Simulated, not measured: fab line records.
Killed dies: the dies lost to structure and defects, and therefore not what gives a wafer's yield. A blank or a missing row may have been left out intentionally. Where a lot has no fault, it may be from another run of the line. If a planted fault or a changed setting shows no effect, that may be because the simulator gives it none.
The tool behind it: which one? | flow sky130 | 39 wafers from 13 lots sampled at 5 of the route's 708 steps

## WHAT THE GAUGES READ, wafer by wafer
SKY_SPACER_THK_MEAS_01. Usual: SPACER_CVD_00_THK typically reads 43.0 nm, with standard deviation 0.43.
lot  | measured     | on           | SPACER_CVD_00_THK (nm) | flag
L775 | day 23 15:19 | filmMetro-01 | 43.5 43.6 43.5         | 
L778 | day 24 20:59 | filmMetro-01 | 43.0 42.8 42.8         | 
L780 | day 25 12:56 | filmMetro-03 | 43.1 42.9 43.3         | 
L781 | day 25 18:44 | filmMetro-02 | 42.5 42.7 42.5         | 
L782 | day 26 16:20 | filmMetro-02 | 43.0 43.0 43.1         | 
L784 | day 27 00:36 | filmMetro-02 | 41.8 42.3 41.9         | 
L785 | day 27 07:58 | filmMetro-03 | 43.1 43.2 43.0         | 
L786 | day 28 04:50 | filmMetro-03 | 43.5 43.6 43.6         | 
L787 | day 28 06:53 | filmMetro-02 | 42.7 42.7 42.6         | 
L788 | day 28 08:05 | filmMetro-02 | 43.1 42.8 42.9         | 
L795 | day 30 18:49 | filmMetro-02 | 43.8 43.4 43.8         | 
L796 | day 31 01:10 | filmMetro-03 | 43.1 43.0 43.0         | 
L797 | day 31 05:04 | filmMetro-03 | 43.0 43.3 42.8         | 

SKY_SD_N_CD_MEAS_07: target cd 380 nm. Usual: cdNm reads 379.8 nm (standard deviation 2.2).
lot  | measured     | on       | cdNm (nm)         | flag
L775 | day 28 11:32 | cdSem-01 | 380.8 382.2 380.7 | 
L778 | day 29 15:17 | cdSem-02 | 377.1 379.2 379.5 | 
L780 | day 30 08:20 | cdSem-02 | 375.6 378.2 378.7 | 
L781 | day 30 11:59 | cdSem-02 | 379.9 382.4 380.0 | 
L782 | day 31 10:08 | cdSem-01 | 379.5 378.0 379.7 | 
L784 | day 31 18:03 | cdSem-02 | 379.5 379.3 380.1 | 
L785 | day 32 02:32 | cdSem-01 | 383.7 384.1 384.0 | 
L786 | day 32 21:00 | cdSem-02 | 377.3 376.8 378.7 | 
L787 | day 32 22:54 | cdSem-02 | 383.0 381.8 382.2 | 
L788 | day 33 00:37 | cdSem-02 | 377.5 380.2 382.1 | 
L795 | day 35 08:01 | cdSem-01 | 378.0 378.1 379.1 | 
L796 | day 35 13:34 | cdSem-01 | 381.2 378.2 380.4 | 
L797 | day 35 17:13 | cdSem-02 | 382.9 381.9 383.1 | 

SKY_SD_N_TW_MEAS_12. Usual: SD_N_TW typically reads 3998, with standard deviation 21.
lot  | measured     | on           | SD_N_TW        | flag
L775 | day 28 12:05 | filmMetro-04 | 3959 3947 3964 | 
L778 | day 29 15:50 | filmMetro-03 | 3996 3995 4004 | 
L780 | day 30 08:53 | filmMetro-01 | 3990 3989 3990 | 
L781 | day 30 12:32 | filmMetro-03 | 3988 3995 4001 | 
L782 | day 31 10:41 | filmMetro-04 | 4015 4028 4026 | 
L784 | day 31 18:35 | filmMetro-04 | 4016 4023 4038 | 
L785 | day 32 03:05 | filmMetro-04 | 4026 4022 4000 | 
L786 | day 32 21:32 | filmMetro-03 | 4010 3999 4041 | 
L787 | day 32 23:26 | filmMetro-01 | 3977 3998 3987 | 
L788 | day 33 01:10 | filmMetro-01 | 3996 3992 4020 | 
L795 | day 35 08:34 | filmMetro-04 | 3981 4019 4018 | 
L796 | day 35 14:06 | filmMetro-03 | 4001 4009 3986 | 
L797 | day 35 17:46 | filmMetro-01 | 3960 3959 3971 | 

## TOOL THAT RAN EACH LOT (tool first, then ch and the chambers of the sampled wafers, then the start)
lot  | SKY_SD_P_COAT_02                 | SKY_SD_P_STRIP_10
L775 | lithoTrack-01 ch 0, day 25 11:29 | plasmaAsher-02 ch 0,1, day 26 02:35
L778 | lithoTrack-04 ch 0, day 26 16:05 | plasmaAsher-02 ch 0,1, day 27 06:31
L780 | lithoTrack-01 ch 0, day 27 07:50 | plasmaAsher-02 ch 0,1, day 27 22:53
L781 | lithoTrack-01 ch 0, day 27 13:11 | plasmaAsher-02 ch 0,1, day 28 03:53
L782 | lithoTrack-04 ch 0, day 28 10:44 | plasmaAsher-03 ch 0,1, day 29 01:40
L784 | lithoTrack-01 ch 0, day 28 19:32 | plasmaAsher-02 ch 0,1, day 29 10:13
L785 | lithoTrack-04 ch 0, day 29 02:56 | plasmaAsher-01 ch 0,1, day 29 18:09
L786 | lithoTrack-04 ch 0, day 30 00:13 | plasmaAsher-01 ch 0,1, day 30 14:24
L787 | lithoTrack-04 ch 0, day 30 02:05 | plasmaAsher-01 ch 0,1, day 30 16:32
L788 | lithoTrack-01 ch 0, day 30 02:47 | plasmaAsher-02 ch 0,1, day 30 17:08
L795 | lithoTrack-01 ch 0, day 32 13:02 | plasmaAsher-02 ch 0, day 33 02:20
L796 | lithoTrack-04 ch 0, day 32 18:40 | plasmaAsher-03 ch 0,1, day 33 08:15
L797 | lithoTrack-01 ch 0, day 32 22:11 | plasmaAsher-03 ch 0,1, day 33 11:35
- SKY_SD_P_COAT_02: resist thk 1140 nm.
- SKY_SD_P_STRIP_10: strips in O2/N2.

## AS READ BY THE TOOLS THEMSELVES (means over the sampled wafers that have a number; for cases with no such wafer, the mark the record gives instead)
SKY_SD_P_COAT_02. Usual: spinSpeedRpm reads 2999.9 rpm (standard deviation 1.6).
lot  | tool          | spinSpeedRpm (rpm) | flag
L775 | lithoTrack-01 | 3001.0             | 
L778 | lithoTrack-04 | 2999.2             | 
L780 | lithoTrack-01 | 2999.7             | 
L781 | lithoTrack-01 | 2997.7             | 
L782 | lithoTrack-04 | 3000.4             | 
L784 | lithoTrack-01 | 3001.0             | 
L785 | lithoTrack-04 | 2999.5             | 
L786 | lithoTrack-04 | 2795.6             | OFF
L787 | lithoTrack-04 | 2796.0             | OFF
L788 | lithoTrack-01 | 3000.2             | 
L795 | lithoTrack-01 | 2999.4             | 
L796 | lithoTrack-04 | 2999.5             | 
L797 | lithoTrack-01 | 2997.6             | 

SKY_SD_P_STRIP_10. Usual: drypumpMotorCurrentA 5.8 A, standard deviation 0.5; oesProductAu 0.618 a.u., standard deviation 0.0048; stripTimeToEndpointS 17.49 s, standard deviation 0.044.
lot  | tool           | drypumpMotorCurrentA (A) | oesProductAu (a.u.) | stripTimeToEndpointS (s) | flag
L775 | plasmaAsher-02 | 5.4                      | 0.621               | 17.51                    | 
L778 | plasmaAsher-02 | 5.7                      | 0.617               | 17.55                    | 
L780 | plasmaAsher-02 | 5.4                      | 0.620               | 17.49                    | 
L781 | plasmaAsher-02 | 5.7                      | 0.620               | 17.45                    | 
L782 | plasmaAsher-03 | 6.1                      | 0.614               | 17.50                    | 
L784 | plasmaAsher-02 | 5.7                      | 0.613               | 17.45                    | 
L785 | plasmaAsher-01 | 5.6                      | 0.615               | 17.51                    | 
L786 | plasmaAsher-01 | 5.6                      | 0.624               | 18.04                    | OFF
L787 | plasmaAsher-01 | 5.6                      | 0.619               | 17.97                    | OFF
L788 | plasmaAsher-02 | 5.7                      | 0.613               | 17.48                    | 
L795 | plasmaAsher-02 | 5.2                      | 0.615               | 17.38                    | 
L796 | plasmaAsher-03 | 6.5                      | 0.618               | 17.50                    | 
L797 | plasmaAsher-03 | 6.1                      | 0.618               | 17.46                    | 

## THE ANSWER, worked out from the rows above alone
Rule: a lot counts as off when the mean over its wafers that have a number is more than 3 standard deviations away from the usual mean. Also off: a lot with no number at a reading for which 4 or more lots have one. Any other lot the step has rows for is counted as sound. Order of review: gauges by route order, followed by the tools' own readings, for which a lot's mean as printed above is used. The first step at which some lot is off is used, and at that step the reading that is off furthest; a lot without a number counts as furthest.
Off, at SKY_SD_P_COAT_02 on spinSpeedRpm: L786, L787.
If a tool, at that step or one of the process steps before it, ran each lot that is off and ran no sound lot following the first of them, it fits. No candidate that was tried fits.

## WHAT HAD BEEN PUT IN BY THE SIMULATOR
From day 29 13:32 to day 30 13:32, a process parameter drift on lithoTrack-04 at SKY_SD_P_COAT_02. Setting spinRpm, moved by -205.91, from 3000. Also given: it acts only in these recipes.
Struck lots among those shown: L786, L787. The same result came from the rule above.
